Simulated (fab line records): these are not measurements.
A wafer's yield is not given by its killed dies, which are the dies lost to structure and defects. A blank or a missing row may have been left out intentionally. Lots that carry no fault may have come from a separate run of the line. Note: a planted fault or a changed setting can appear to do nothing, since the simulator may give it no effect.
Which tool did it? | flow gf180mcu | Sampling: 14 lots, 42 wafers, 3 of 602 route steps

== WHAT EACH GAUGE READ, for each wafer ==
GF_MVPSD_OVL_MEAS_07. Usual: for MVPSD_OVL the level is -0.3 nm and the standard deviation is 1.3.
lot  | measured     | on         | MVPSD_OVL (nm) | flag
L530 | day 5 11:29  | overlay-01 | -1.5 0.8 0.7   |
L532 | day 5 17:19  | overlay-02 | 1.5 2.8 1.7    |
L533 | day 6 02:49  | overlay-02 | -2.3 0.4 -1.8  |
L534 | day 6 06:04  | overlay-02 | -1.7 0.2 -1.6  |
L537 | day 7 00:44  | overlay-01 | -2.0 -2.8 -1.2 |
L539 | day 7 08:01  | overlay-01 | -0.1 -2.3 -1.8 |
L542 | day 8 02:04  | overlay-01 | 0.0 1.8 1.4    |
L544 | day 8 11:31  | overlay-02 | -1.3 -1.8 -1.7 |
L547 | day 9 06:41  | overlay-02 | -1.4 -1.0 -0.6 |
L549 | day 9 15:59  | overlay-01 | -1.3 -1.0 -2.4 |
L550 | day 9 23:55  | overlay-02 | 1.3 0.3 0.5    |
L551 | day 10 05:10 | overlay-02 | 0.0 -1.4 -0.9  |
L552 | day 10 11:38 | overlay-01 | -1.8 0.4 -0.3  |
L553 | day 10 17:43 | overlay-02 | -0.2 -2.0 1.1  |

GF_PSD_OVL_MEAS_08. Usual: for PSD_OVL the level is -0.2 nm and the standard deviation is 1.3.
lot  | measured     | on         | PSD_OVL (nm)   | flag
L530 | day 14 18:49 | overlay-01 | -0.3 1.4 0.4   |
L532 | day 15 07:51 | overlay-01 | -2.3 -2.4 -1.2 |
L533 | day 15 18:32 | overlay-02 | -0.7 0.0 -0.9  |
L534 | day 15 18:44 | overlay-01 | -0.9 -1.2 -0.8 |
L537 | day 17 00:32 | overlay-02 | 2.0 0.2 0.5    |
L539 | day 17 10:48 | overlay-01 | 1.2 -1.4 1.4   |
L542 | day 18 14:17 | overlay-01 | -0.7 -0.6 -2.1 |
L544 | day 19 00:42 | overlay-01 | 0.8 1.9 1.3    |
L547 | day 20 09:04 | overlay-01 | 2.3 1.6 2.1    |
L549 | day 21 04:06 | overlay-01 | -3.0 -1.9 0.3  |
L550 | day 21 11:49 | overlay-01 | 1.4 1.2 0.7    |
L551 | day 21 11:50 | overlay-02 | 0.7 -0.8 -1.2  |
L552 | day 21 19:23 | overlay-01 | 1.1 2.0 1.6    |
L553 | day 22 05:41 | overlay-02 | -1.7 -1.5 -1.1 |

== EACH LOT AND THE TOOL THAT RAN IT (in order: tool; ch and the chambers of the sampled wafers; start) ==
lot  | GF_NWELL_IMPLANT_08
L530 | implanter-01 ch 0, day 3 17:14
L532 | implanter-03 ch 0, day 3 23:32
L533 | implanter-01 ch 0, day 4 06:55
L534 | implanter-01 ch 0, day 4 10:16
L537 | implanter-01 ch 0, day 5 03:07
L539 | implanter-03 ch 0, day 5 09:44
L542 | implanter-03 ch 0, day 6 01:57
L544 | implanter-01 ch 0, day 6 11:38
L547 | implanter-02 ch 0, day 7 04:23
L549 | implanter-02 ch 0, day 7 14:03
L550 | implanter-01 ch 0, day 7 21:10
L551 | implanter-02 ch 0, day 8 03:02
L552 | implanter-02 ch 0, day 8 08:08
L553 | implanter-01 ch 0, day 8 12:53
- GF_NWELL_IMPLANT_08

== WHAT THE TOOLS THEMSELVES READ (means of the sampled wafers that have a number; where no wafer has one, the mark that the record gives instead) ==
GF_NWELL_IMPLANT_08. Usual: beam-energy-keV 449.99, standard deviation 0.15; end-station-pressure-torr 5.09e-06 Torr, standard deviation 2.8e-07.
lot  | tool         | beam-energy-keV | end-station-pressure-torr (Torr) | flag
L530 | implanter-01 | 449.94          | 5.08e-06                         |
L532 | implanter-03 | 450.04          | 5.13e-06                         |
L533 | implanter-01 | 450.19          | 4.82e-06                         |
L534 | implanter-01 | 449.92          | 5.02e-06                         |
L537 | implanter-01 | 450.13          | 5.30e-06                         |
L539 | implanter-03 | 431.15          | 5.07e-06                         | OFF
L542 | implanter-03 | 431.17          | 5.18e-06                         | OFF
L544 | implanter-01 | 449.88          | 5.04e-06                         |
L547 | implanter-02 | 450.04          | 5.13e-06                         |
L549 | implanter-02 | 449.85          | 5.24e-06                         |
L550 | implanter-01 | 449.87          | 5.02e-06                         |
L551 | implanter-02 | 449.85          | 5.19e-06                         |
L552 | implanter-02 | 450.02          | 5.09e-06                         |
L553 | implanter-01 | 450.26          | 5.18e-06                         |

== THE ANSWER, worked out from the rows above alone ==
Rule: lot off if the mean of its wafers having a number is beyond 3 standard deviations from the usual mean. A lot without any number at a reading at which 4 lots or more have one is off too. All remaining lots with rows at the step are treated as sound. Order of review: gauges by route order, followed by the tools' own readings, for which a lot's mean as printed above is used. The first step at which some lot is off is used, and at that step the reading that is off furthest; a lot without a number counts as furthest.
Off: L539, L542 (GF_NWELL_IMPLANT_08, beam-energy-keV).
If a tool, at that step or one of the process steps before it, ran each lot that is off and ran no sound lot following the first of them, it fits. One candidate fits, namely implanter-03 at GF_NWELL_IMPLANT_08. A fault onset in the window from L532 (day 3 23:32, its last sound lot) to L539 (day 5 09:44, its first lot off) fits.
The tool's own readings at GF_NWELL_IMPLANT_08 bear it out: on the lots that are off they differ by more than 5 times the standard deviation of the sound lots' means. beam-energy-keV reads 431.16 there against 450.00 on the sound lots.

== WHAT THE SIMULATOR HAD PUT IN ==
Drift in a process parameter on implanter-03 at GF_NWELL_IMPLANT_08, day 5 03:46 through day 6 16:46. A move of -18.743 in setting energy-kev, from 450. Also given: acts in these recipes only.
Struck lots among those shown: L539, L542. The rule above found the same.
